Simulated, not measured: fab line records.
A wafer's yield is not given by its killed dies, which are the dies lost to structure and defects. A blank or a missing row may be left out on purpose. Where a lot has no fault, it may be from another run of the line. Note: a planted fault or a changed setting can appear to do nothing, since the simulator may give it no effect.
One fault seen from 2 desks + flow gf180mcu + each desk holds nothing but its own numbers, with what lay behind them at the end

DESK OF THE TOOL OWNER: pvd sputter-03
The tool's own readings at GF_M1_SPUTTER_02 (material AlCu, target thk 450 nm, time 23.9 s): means of the sampled wafers that have a number, for each lot that ran on this tool. Any lot whose mean is over 4 standard deviations away from the usual mean is out of limits and marked OUT; that distance is given in the brackets.
Columns: A = throttle valve pct at GF_M1_SPUTTER_02, usual 30.3 %
| lot  | first seen here | A    |
|------|-----------------|------|
| L449 | day 16 14:23    | 30.6 |
| L450 | day 17 01:36    | 30.4 |
| L453 | day 18 00:20    | 30.6 |
| L455 | day 18 18:19    | 30.1 |
| L460 | day 20 12:11    | 30.1 |
| L461 | day 21 02:10    | 30.5 |
| L471 | day 24 13:46    | 30.2 |
Result from this desk: across the 7 lots, nothing is out of limits.

FROM THE METROLOGY DESK
What the gauges read for every lot (on any tool): the sampled wafers with a number, averaged. Any lot whose mean is over 4 standard deviations away from the usual mean is out of limits and marked OUT; that distance is given in the brackets.
Columns: A = PASSIVATION_CVD_00_THK at GF_PASSIVATION_THK_MEAS_01, usual 999 nm
| lot  | first seen here | A    |
|------|-----------------|------|
| L448 | day 28 05:17    | 1004 |
| L449 | day 28 13:11    | 978  |
| L450 | day 28 23:43    | 999  |
| L453 | day 29 17:13    | 995  |
| L452 | day 29 21:20    | 994  |
| L454 | day 30 06:04    | 991  |
| L455 | day 30 07:32    | 1009 |
| L460 | day 31 15:35    | 999  |
| L461 | day 32 00:14    | 1008 |
| L464 | day 32 19:20    | 1009 |
| L466 | day 33 06:58    | 1005 |
| L468 | day 33 17:12    | 992  |
| L469 | day 33 22:32    | 996  |
| L471 | day 34 12:56    | 993  |
Result from this desk: across the 14 lots, nothing is out of limits.

TAKEN TOGETHER
The tool owner's desk saw nothing out of limits.
Nothing out of limits was seen by the metrology desk.

WHAT THE SIMULATOR HAD INSERTED
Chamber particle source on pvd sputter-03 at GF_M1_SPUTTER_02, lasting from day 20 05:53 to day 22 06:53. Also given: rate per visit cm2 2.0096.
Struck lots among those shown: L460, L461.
